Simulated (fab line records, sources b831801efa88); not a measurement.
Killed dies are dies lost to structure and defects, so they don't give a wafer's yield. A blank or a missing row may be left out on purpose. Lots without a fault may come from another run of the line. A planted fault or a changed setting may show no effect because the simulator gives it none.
Chamber matching | flow gf180mcu | GF_V5_CVD_02 on pecvd-03: 3 sister chambers
The step deposits SiO2 from TEOS, target thk 1450 nm, time 163.28 s. 6 wafers are shown with their chamber, then 10 later ones without.

WAFERS WITH THEIR CHAMBER
wafer  | chamber | heater_power_w (W)
L085.1 | 0       | 675
L085.4 | 1       | 753
L085.5 | 0       | 532
L085.6 | 2       | 728
L087.3 | 2       | 686
L087.4 | 1       | 726

WAFERS WITHOUT THEIR CHAMBER
wafer  | heater_power_w (W)
L087.5 | 584
L089.1 | 699
L089.2 | 766
L089.3 | 551
L091.1 | 709
L091.3 | 612
L091.5 | 670
L092.1 | 756
L092.2 | 664
L092.5 | 628

WHICH CHAMBER EACH WENT THROUGH
wafer  | from the rows above          | in truth
L087.5 | can't be placed: 0 or 2      | 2
L089.1 | can't be placed: 2 or 1 or 0 | 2
L089.2 | can't be placed: 1 or 2      | 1
L089.3 | can't be placed: 0 or 2      | 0
L091.1 | can't be placed: 2 or 1 or 0 | 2
L091.3 | can't be placed: 0 or 2 or 1 | 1
L091.5 | can't be placed: 2 or 0 or 1 | 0
L092.1 | can't be placed: 1 or 2      | 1
L092.2 | can't be placed: 2 or 0 or 1 | 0
L092.5 | can't be placed: 0 or 2 or 1 | 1
Placed correctly: 0 of 10. Can't be placed from these rows: 10 (the true chamber is among the candidates in 10). Placed wrongly: 0.
How it was worked out, from the rows above alone: a wafer's distance from a chamber is the root of the sum, over the readings, of the square of ((its reading less the chamber's mean) divided by the reading's scatter). The wafer belongs to the nearest chamber; if the next one is less than 2 further off, it can't be placed. A chamber's mean is the mean of its shown wafers. The scatter: the root of (the sum of the squares of (reading less its chamber's mean) over the shown wafers, divided by (wafers less chambers)).
